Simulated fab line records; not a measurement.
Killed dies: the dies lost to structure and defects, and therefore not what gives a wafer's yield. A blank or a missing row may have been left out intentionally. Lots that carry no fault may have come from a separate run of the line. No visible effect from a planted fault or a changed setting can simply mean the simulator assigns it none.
2 desks looking at one fault + flow sky130 + each desk holds nothing but its own numbers, with what lay behind them at the end

## DESK OF THE TOOL OWNER: litho-track-01
The tool's own readings at SKY_POLY_GATE_DEVELOP_12 (develop time 60 s): means of the sampled wafers that have a number, for each lot that ran on this tool. The brackets show how far a lot's mean lies from the usual mean; more than 4 standard deviations puts the lot out of limits, marked OUT.
Columns: A = developer-temp-C at SKY_POLY_GATE_DEVELOP_12, usual 20.98 C
| lot  | first seen here | A               |
|------|-----------------|-----------------|
| L463 | day 19 23:00    | 20.92           |
| L467 | day 21 01:00    | 18.73 (-23) OUT |
| L468 | day 21 14:00    | 18.86 (-21) OUT |
This desk's finding: out of limits on L467, L468; first on L467, day 21 01:00 (developer-temp-C at SKY_POLY_GATE_DEVELOP_12). In limits: L463.

## THE METROLOGY DESK
Means of the sampled wafers that have a number, per lot and without regard to the tool the lot ran on: this is what the gauges read. The brackets show how far a lot's mean lies from the usual mean; more than 4 standard deviations puts the lot out of limits, marked OUT.
Columns: A = POLY_GATE_TW at SKY_RES_PROTECT_TW_MEAS_08, usual 4058; B = POLY_GATE_CVD_03_THK at SKY_POLY_GATE_THK_MEAS_04, usual 74.5 nm; C = cd-nm at SKY_POLY_GATE_CD_MEAS_13, usual 149.5 nm
| lot  | first seen here | A    | B    | C     |
|------|-----------------|------|------|-------|
| L459 | day 16 21:19    | 4040 | 75.6 | 151.3 |
| L463 | day 18 13:49    | 4035 | 74.7 | 151.1 |
| L467 | day 19 18:32    | 4063 | 73.2 | 153.5 |
| L468 | day 20 06:55    | 4054 | 74.2 | 151.2 |
| L470 | day 21 04:21    | 4062 | 74.6 | 150.8 |
| L477 | day 23 09:52    | 4059 | 74.2 | 148.4 |
This desk's verdict: no lot among the 6 shows anything out of limits.

## BROUGHT TOGETHER
The tool owner's desk could have raised an alarm at day 21 01:00, on L467, L468.
Metrology desk: nothing out of limits seen.
The metrology desk has L467, L468 on record, within its limits.
On litho-track-01, each named lot ran SKY_POLY_GATE_DEVELOP_12.

## WHAT THE SIMULATOR HAD PUT IN
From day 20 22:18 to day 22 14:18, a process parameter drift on litho-track-01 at SKY_POLY_GATE_DEVELOP_12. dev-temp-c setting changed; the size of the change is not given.
Lots struck among those shown: L467, L468.
Delay in hours, fault start to first out-of-limits reading, by desk: the tool owner's desk at 3.
